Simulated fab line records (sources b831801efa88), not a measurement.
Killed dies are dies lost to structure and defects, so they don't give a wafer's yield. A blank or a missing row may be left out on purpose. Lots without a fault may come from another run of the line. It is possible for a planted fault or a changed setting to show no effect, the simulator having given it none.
Which tool did it? / flow gf180mcu / 36 wafers from 12 lots sampled at 4 of the route's 602 steps

== WHAT EACH GAUGE READ, for each wafer ==
GF_MVSD_OVL_MEAS_07. Usual: MVSD_OVL typically reads -0.6 nm, with standard deviation 1.4.
lot=L262; measured=day 4 15:53; on=overlay-01; MVSD_OVL (nm)=-0.8 -2.3 -2.1; flag=
lot=L263; measured=day 4 19:16; on=overlay-01; MVSD_OVL (nm)=-1.4 -0.7 -0.6; flag=
lot=L264; measured=day 5 01:02; on=overlay-01; MVSD_OVL (nm)=-1.6 -0.1 -1.6; flag=
lot=L271; measured=day 6 18:37; on=overlay-01; MVSD_OVL (nm)=- - -; flag=OFF
lot=L275; measured=day 7 15:15; on=overlay-02; MVSD_OVL (nm)=-3.0 -3.5 -2.0; flag=
lot=L276; measured=day 7 19:14; on=overlay-02; MVSD_OVL (nm)=-2.4 -2.6 -2.5; flag=
lot=L277; measured=day 8 01:44; on=overlay-02; MVSD_OVL (nm)=1.3 1.2 0.3; flag=
lot=L278; measured=day 8 06:29; on=overlay-02; MVSD_OVL (nm)=-1.7 -2.2 -0.3; flag=
lot=L279; measured=day 8 12:13; on=overlay-02; MVSD_OVL (nm)=0.9 1.1 -0.1; flag=
lot=L282; measured=day 9 05:50; on=overlay-01; MVSD_OVL (nm)=0.0 0.0 0.1; flag=
lot=L284; measured=day 9 17:34; on=overlay-01; MVSD_OVL (nm)=0.5 -0.3 0.1; flag=
lot=L285; measured=day 9 22:48; on=overlay-02; MVSD_OVL (nm)=1.9 2.1 1.4; flag=

GF_MVSD_TW_MEAS_11. Usual: MVSD_TW typically reads 1580, with standard deviation 15.
lot=L262; measured=day 4 16:19; on=filmMetro-03; MVSD_TW=1573 1570 1569; flag=
lot=L263; measured=day 4 19:43; on=filmMetro-03; MVSD_TW=1572 1576 1579; flag=
lot=L264; measured=day 5 01:29; on=filmMetro-03; MVSD_TW=1564 1562 1568; flag=
lot=L271; measured=day 6 19:04; on=filmMetro-02; MVSD_TW=30 30 30; flag=OFF
lot=L275; measured=day 7 15:41; on=filmMetro-01; MVSD_TW=1599 1590 1598; flag=
lot=L276; measured=day 7 19:40; on=filmMetro-01; MVSD_TW=1598 1598 1604; flag=
lot=L277; measured=day 8 02:10; on=filmMetro-03; MVSD_TW=1559 1567 1563; flag=
lot=L278; measured=day 8 06:55; on=filmMetro-03; MVSD_TW=1557 1569 1566; flag=
lot=L279; measured=day 8 12:39; on=filmMetro-02; MVSD_TW=1573 1571 1575; flag=
lot=L282; measured=day 9 06:17; on=filmMetro-01; MVSD_TW=1603 1597 1601; flag=
lot=L284; measured=day 9 18:00; on=filmMetro-01; MVSD_TW=1593 1602 1603; flag=
lot=L285; measured=day 9 23:14; on=filmMetro-01; MVSD_TW=1596 1596 1596; flag=

GF_NSD_CD_MEAS_07: the cd target is 400 nm. Usual: cdNm reads 399.7 nm (standard deviation 1.9).
lot=L262; measured=day 13 14:01; on=cdSem-02; cdNm (nm)=398.1 395.2 398.0; flag=
lot=L263; measured=day 13 15:05; on=cdSem-01; cdNm (nm)=399.9 398.9 398.0; flag=
lot=L264; measured=day 14 04:22; on=cdSem-01; cdNm (nm)=401.9 400.1 401.6; flag=
lot=L271; measured=day 16 15:49; on=cdSem-01; cdNm (nm)=400.8 399.9 400.4; flag=
lot=L275; measured=day 18 01:59; on=cdSem-01; cdNm (nm)=399.9 397.0 398.5; flag=
lot=L276; measured=day 18 04:54; on=cdSem-01; cdNm (nm)=401.5 401.5 399.6; flag=
lot=L277; measured=day 18 15:44; on=cdSem-01; cdNm (nm)=401.4 400.7 400.9; flag=
lot=L278; measured=day 19 00:10; on=cdSem-01; cdNm (nm)=402.1 400.5 402.1; flag=
lot=L279; measured=day 19 06:29; on=cdSem-01; cdNm (nm)=397.2 398.5 397.5; flag=
lot=L282; measured=day 20 09:43; on=cdSem-02; cdNm (nm)=401.0 400.9 400.7; flag=
lot=L284; measured=day 20 22:19; on=cdSem-01; cdNm (nm)=397.6 397.8 397.6; flag=
lot=L285; measured=day 21 10:00; on=cdSem-02; cdNm (nm)=399.9 398.5 397.1; flag=

== WHICH TOOL RAN EACH LOT (tool, then ch and the chambers of the sampled wafers, then the start) ==
lot=L262; GF_MVSD_EXPOSE_04=ilineStepper-02 ch 0, day 4 09:09
lot=L263; GF_MVSD_EXPOSE_04=ilineStepper-02 ch 0, day 4 12:41
lot=L264; GF_MVSD_EXPOSE_04=ilineStepper-01 ch 0, day 4 18:53
lot=L271; GF_MVSD_EXPOSE_04=ilineStepper-01 ch 0, day 6 11:07
lot=L275; GF_MVSD_EXPOSE_04=ilineStepper-02 ch 0, day 7 07:49
lot=L276; GF_MVSD_EXPOSE_04=ilineStepper-02 ch 0, day 7 11:20
lot=L277; GF_MVSD_EXPOSE_04=ilineStepper-01 ch 0, day 7 17:46
lot=L278; GF_MVSD_EXPOSE_04=ilineStepper-01 ch 0, day 7 22:24
lot=L279; GF_MVSD_EXPOSE_04=ilineStepper-01 ch 0, day 8 04:36
lot=L282; GF_MVSD_EXPOSE_04=ilineStepper-02 ch 0, day 8 21:47
lot=L284; GF_MVSD_EXPOSE_04=ilineStepper-01 ch 0, day 9 09:31
lot=L285; GF_MVSD_EXPOSE_04=ilineStepper-01 ch 0, day 9 14:37
- GF_MVSD_EXPOSE_04: exposes mask MVSD, target cd 1000 nm.

== AS READ BY THE TOOLS THEMSELVES (means over the sampled wafers that have a number; for cases with no such wafer, the mark the record gives instead) ==
GF_MVSD_EXPOSE_04. Usual: stageVelMmS 500.03 mm/s, standard deviation 0.25.
lot=L262; tool=ilineStepper-02; stageVelMmS (mm/s)=499.80; flag=
lot=L263; tool=ilineStepper-02; stageVelMmS (mm/s)=500.30; flag=
lot=L264; tool=ilineStepper-01; stageVelMmS (mm/s)=499.75; flag=
lot=L271; tool=ilineStepper-01; stageVelMmS (mm/s)=499.87; flag=
lot=L275; tool=ilineStepper-02; stageVelMmS (mm/s)=500.10; flag=
lot=L276; tool=ilineStepper-02; stageVelMmS (mm/s)=500.23; flag=
lot=L277; tool=ilineStepper-01; stageVelMmS (mm/s)=500.25; flag=
lot=L278; tool=ilineStepper-01; stageVelMmS (mm/s)=499.78; flag=
lot=L279; tool=ilineStepper-01; stageVelMmS (mm/s)=499.92; flag=
lot=L282; tool=ilineStepper-02; stageVelMmS (mm/s)=499.89; flag=
lot=L284; tool=ilineStepper-01; stageVelMmS (mm/s)=500.27; flag=
lot=L285; tool=ilineStepper-01; stageVelMmS (mm/s)=500.07; flag=

== THE ANSWER, worked out from the rows above alone ==
Rule: lot off if the mean of its wafers having a number is beyond 3 standard deviations from the usual mean. A lot without any number at a reading at which 4 lots or more have one is off too. Any other lot the step has rows for is counted as sound. The gauges are gone through in route order, then the tools' own readings, and for those a lot's mean is taken as printed above. At the first step where some lot is off, the reading lying furthest off is the one used; lots without a number count as furthest.
Off: L271, at GF_MVSD_OVL_MEAS_07 (MVSD_OVL). Without a number there: L271.
If a tool, at a process step before that reading, ran all the lots that are off and no sound lot after the first of them, it fits. Not tried: the gauges at GF_MVSD_OVL_MEAS_07; whatever is off there is also off at GF_MVSD_TW_MEAS_11, on other tools, and gauge error can't account for it. No candidate that was tried fits.

== WHAT HAD BEEN PUT IN BY THE SIMULATOR ==
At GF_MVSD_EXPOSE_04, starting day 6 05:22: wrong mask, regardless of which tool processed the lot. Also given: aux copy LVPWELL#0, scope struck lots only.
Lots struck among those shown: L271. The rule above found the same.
